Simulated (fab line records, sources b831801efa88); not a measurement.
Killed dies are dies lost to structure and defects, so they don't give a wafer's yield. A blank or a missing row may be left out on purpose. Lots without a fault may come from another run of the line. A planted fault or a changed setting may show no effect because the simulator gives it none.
Problem report in the 8D (eight disciplines) form, filled by code | flow gf180mcu | the parts of the form that need people (team, actions taken, sign-off) are left out

1. THE PROBLEM
faraday_current_uA at GF_HV_LDD_IMPLANT_34 reads a mean of 46.8 on 4 wafers of 2 lots; wafers without a fault read 42.2 with a standard deviation of 0.89. That is +5.1 standard deviations from the usual mean.
First seen on wafer L999.3, day 18 04:52, on implanter-03. The record holds 16 wafers of 6 lots with a number at this step. Rule for "out", or "out of limits": more than 4 standard deviations from the usual mean. The other wafers with a number count as sound.

2. WHAT IT IS AND WHAT IT IS NOT
question                    | is                     | is not
which readings at this step | faraday_current_uA     | -
which lots                  | L100, L999             | L982, L987, L990, L991
which wafers of those lots  | all that have a number | -
read on which tools         | implanter-03           | implanter-01, implanter-04
when                        | from day 18 04:52      | up to then (12 sound wafers)

3. SUSPECTS, AND WHAT RULES EACH OUT
Counting: a tool at a process step up to the reading stays a suspect if it ran every lot that is out and no sound lot after the first of them.
- implanter-03 at GF_HV_LDD_IMPLANT_34: kept. It ran every lot that is out, first L999 (day 18 04:52), and no sound lot after that; its last sound lot up to then is L991 (day 15 14:26). Its own readings are out on those wafers: faraday_current_uA.
Left after counting: implanter-03 at GF_HV_LDD_IMPLANT_34.

4. THE CAUSE (what the simulator had put in)
Process parameter drift: implanter-03, from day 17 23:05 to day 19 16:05, at GF_HV_LDD_IMPLANT_34. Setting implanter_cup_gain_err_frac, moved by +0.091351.
Counting left only this tool.

5. THE CHAIN OF EFFECTS, in route order
Each row: a reading whose mean over the struck wafers that have a number lies more than 3 standard deviations from the usual. Only readings for which the record gives a usual standard deviation are gone through. hours: the time from each lot's start at the first step in this table that gives one to its start at this step, as a median over the lots. sigmas: the change in usual standard deviations.
hours | step                 | reading            | usual   | on struck wafers | change | sigmas
0     | GF_HV_LDD_IMPLANT_34 | beam_on_s          | 10.02 s | 9.02             | -1.00  | -4.7
0     | GF_HV_LDD_IMPLANT_34 | faraday_current_uA | 42.2    | 46.8             | +4.6   | +5.1
The process steps in it:
- GF_HV_LDD_IMPLANT_34

6. WHAT WOULD HAVE CAUGHT IT SOONER
In this record the first reading out of limits was taken at day 18 04:52, 6 hours after the fault began at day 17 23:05.
